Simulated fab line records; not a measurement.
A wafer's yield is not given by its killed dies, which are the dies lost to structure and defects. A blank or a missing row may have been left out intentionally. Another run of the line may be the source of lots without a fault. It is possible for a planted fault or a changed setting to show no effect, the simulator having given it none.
Code-filled problem report in 8D (eight disciplines) form | flow gf180mcu | the parts of the form that need people (team, actions taken, sign-off) are left out

## 1. THE PROBLEM
At GF_V3_STRIP_18, n2FlowSccm averages 359.9 sccm over 3 wafers from 2 lots, while fault-free wafers read 300.1 sccm, standard deviation 0.88. That is +68 standard deviations from the usual mean.
The step: strips in O2/N2.
First observed at day 27 10:43: wafer L287.3, on plasmaAsher-02. The record has a number at this step for 39 wafers belonging to 13 lots. Rule for "out", or "out of limits": more than 4 standard deviations from the usual mean. The other wafers with a number count as sound.

## 2. WHAT IT IS; WHAT IT IS NOT
question                    | is                     | is not
which readings at this step | n2FlowSccm             | drypumpMotorCurrentA, heaterPowerW
which lots                  | L287, L288             | L273, L275, L278, L279, L282, L283, L284, L285, L289, L291, L295
which wafers of those lots  | L287.3, L287.6, L288.2 | L287.5, L288.3, L288.5
read on which tools         | plasmaAsher-02         | plasmaAsher-03, plasmaAsher-04
when                        | from day 27 10:43      | up to then (25 sound wafers); but 11 sound wafers of L288, L289, L291, L295 came after

## 3. WHAT RULES OUT EACH SUSPECT
Counting: if a tool at a process step up to the reading ran every lot that is out, it stays a suspect. Sound lots after the first of them don't rule it out here, since some wafers of a struck lot are sound.
- plasmaAsher-02 at GF_V3_STRIP_18 (strips in O2/N2): kept. Every lot that is out went through it, the first being L287 (day 27 10:43); the last sound lot it ran before that was L284 (day 26 19:17). Out on those wafers are its own readings of n2FlowSccm.
- At GF_V3_STRIP_18 on plasmaAsher-02, chamber 1 took the sound wafers of the same lots and chamber 0 took the wafers that are out.
After counting, what remains is plasmaAsher-02 at GF_V3_STRIP_18.

## 4. THE CAUSE (what the simulator had put in)
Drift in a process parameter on plasmaAsher-02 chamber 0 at GF_V3_STRIP_18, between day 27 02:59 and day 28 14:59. The setting n2FlowSccm was moved by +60, starting from 300. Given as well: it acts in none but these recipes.
After counting, this tool was the only one left.

## 5. THE CHAIN OF EFFECTS, in route order
One row per reading whose mean, taken over the struck wafers that have a number, lies over 3 standard deviations from the usual. Only readings for which the record gives a usual standard deviation are gone through. hours: the time from each lot's start at the first step in this table that gives one to its start at this step, as a median over the lots. sigmas: the change in usual standard deviations.
hours | step           | reading    | usual      | on struck wafers | change | sigmas
0     | GF_V3_STRIP_18 | n2FlowSccm | 300.1 sccm | 359.9            | +59.8  | +68
The process steps in it:
- GF_V3_STRIP_18: strips in O2/N2.

## 6. HOW IT WOULD HAVE BEEN CAUGHT EARLIER
The fault began at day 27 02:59; the first out-of-limits reading in this record came at day 27 10:43, 8 hours later.
